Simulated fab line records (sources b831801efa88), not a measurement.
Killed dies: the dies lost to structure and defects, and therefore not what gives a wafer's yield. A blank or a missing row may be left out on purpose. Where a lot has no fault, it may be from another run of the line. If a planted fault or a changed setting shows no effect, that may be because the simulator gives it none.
A lot that was struck, set against a sound lot	flow sky130	35 out of 708 route steps
Sound: the wafers L301.3, L301.4, L301.5. Wafers struck: L310.1, L310.2, L310.5. The cause is given at the end.
Each step with rows lists, per side, the tool, then ch with its chambers, then its first start. Under that, the readings that differ: sound wafers	struck wafers	difference of the means	sigmas: that difference in standard deviations of wafers without a fault.
alike: same words and numbers on both sides, and readings whose means sit less than 2 such deviations apart. not compared: any withheld reading, any reading some wafer has no value for, any bound like >300 that may hide the same value, and any number with overlapping values for which the record gives no deviation.
The two part at a step that has a row with sigmas, a row that says differs or no value, or rows on one side only. When numbers do not overlap yet have no deviation, they are printed without sigmas and do not part them. A reading missing from all wafers of one side parts the sides only when that side holds two or more wafers.

first, 10 steps without rows for these wafers: SKY_CONTACT_ETCH_17 (etches SiO2 in C4F8/O2/Ar, stops on Si3N4, target depth 340 nm); SKY_CONTACT_ETCH_18 (etches Si3N4 in CHF3/O2, stops on TiN, time 39 s, target depth 75 nm); SKY_CONTACT_STRIP_19 (strips in O2/N2); SKY_CONTACT_STRIP_20 (strips in post etch residue remover, time 1200 s); SKY_CONTACT_CLEAN_21 (cleans in IPA, time 180 s); SKY_CONTACT_CLEAN_22 (cleans in O3/DIW); SKY_CONTACT_SPUTTER_23 (material TiN, target thk 20 nm, time 80 s); SKY_CONTACT_CVD_24 (deposits W, target thk 340 nm, time 102.12 s); SKY_CONTACT_CMP_27 (polishes, stops on SiO2, t overpolish 15 s, target thk 0 nm); SKY_METAL1_SPUTTER_00 (material Ti, target thk 15 nm, time 10 s).
SKY_METAL1_SPUTTER_01: material TiN, target thk 20 nm, time 16.7 s.
  sound on pvd-sputter-02 at day 35 15:57; struck on pvd-sputter-01 at day 38 01:18
  alike: chamber-pressure-pa, throttle-valve-pct
then, 23 steps without rows for these wafers: SKY_METAL1_SPUTTER_02 (material AlCu, target thk 250 nm, time 13.3 s); SKY_METAL1_SPUTTER_03 (material Ti, target thk 5 nm, time 3.3 s); SKY_METAL1_SPUTTER_04 (material TiN, target thk 70 nm, time 58.3 s); SKY_METAL1_DEHYDRATE_07 (time 60 s); SKY_METAL1_HMDS_08 (prime time 60 s); SKY_METAL1_COAT_09 (resist thk 60 nm); SKY_METAL1_COAT_10 (resist thk 450 nm); SKY_METAL1_SOFTBAKE_11 (time 90 s); SKY_METAL1_EXPOSE_12 (exposes mask MM1, target cd 140 nm); SKY_METAL1_PEB_13; SKY_METAL1_DEVELOP_14 (develop time 60 s); SKY_METAL1_DESCUM_17 (chemistry O2, time 8 s); SKY_METAL1_ETCH_18 (etches BARC in N2/H2, stops on SiO2, time 45.9 s, target depth 60 nm); SKY_METAL1_METAL_ETCH_19 (etches the open film in Cl2/BCl3, stops on SiO2, target depth 360 nm, time 78 s); SKY_METAL1_STRIP_20 (strips in O2/N2); SKY_METAL1_STRIP_21 (strips in post etch residue remover, time 1200 s); SKY_METAL1_CLEAN_22 (cleans in IPA, time 180 s); SKY_METAL1_CLEAN_23 (cleans in O3/DIW); SKY_VIA1_HDPCVD_00 (deposits SiO2, target thk 1030 nm, time 171.7 s); SKY_VIA1_CMP_02 (polishes SiO2); SKY_VIA1_DEHYDRATE_04 (time 60 s); SKY_VIA1_HMDS_05 (prime time 60 s); SKY_VIA1_COAT_06 (resist thk 60 nm).
-- the record jumps here: 12 days lie between the struck wafers' starts before and after (it left off in module VIA1 and takes up again in module PAD_OPEN, whose first step shown is number 708 of the route) --
SKY_PAD_OPEN_PROBE_99:
  sound on prober-02 at day 48 21:07; struck on prober-01 at day 50 13:11
reading	sound	struck	difference	sigmas
defect-limited-yield (%)	85.4 82.5 78.7	77.6 76.6 76.6	-5.3	-3
killed_at_M0_to_M3	31 53 56	74 82 71	+29	+4
killed-dies	72 86 105	110 115 115	+26	+3
sort_bin_3_pad_short (%)	0.6 0.8 1.2	2.4 2.8 2.6	+1.7	+4
sort-n-pass	420 406 387	382 377 377	-26	-3
sort-yield-pct (%)	85.4 82.5 78.7	77.6 76.6 76.6	-5.3	-3
model.etest.tester.sort-n-pass	420 406 387	382 377 377	-26	
model.etest.tester.sort-yield-pct (%)	85.37 82.52 78.66	77.64 76.63 76.63	-5.22	
model.etest.tester.sort_bin_3_pct (%)	0.6098 0.813 1.22	2.439 2.846 2.642	+1.761	
  alike: killed_at_M4_up, killed-at-contacts, killed-at-front-end, killed-at-other, killed-open, killed-short, sort_bin_5_function, sort_bin_6_memory
  not compared: model.etest.tester.sort_bin_5_pct

## WHERE THEY PART
Within this record, at SKY_PAD_OPEN_PROBE_99 only.

WHY: what had been put in by the simulator
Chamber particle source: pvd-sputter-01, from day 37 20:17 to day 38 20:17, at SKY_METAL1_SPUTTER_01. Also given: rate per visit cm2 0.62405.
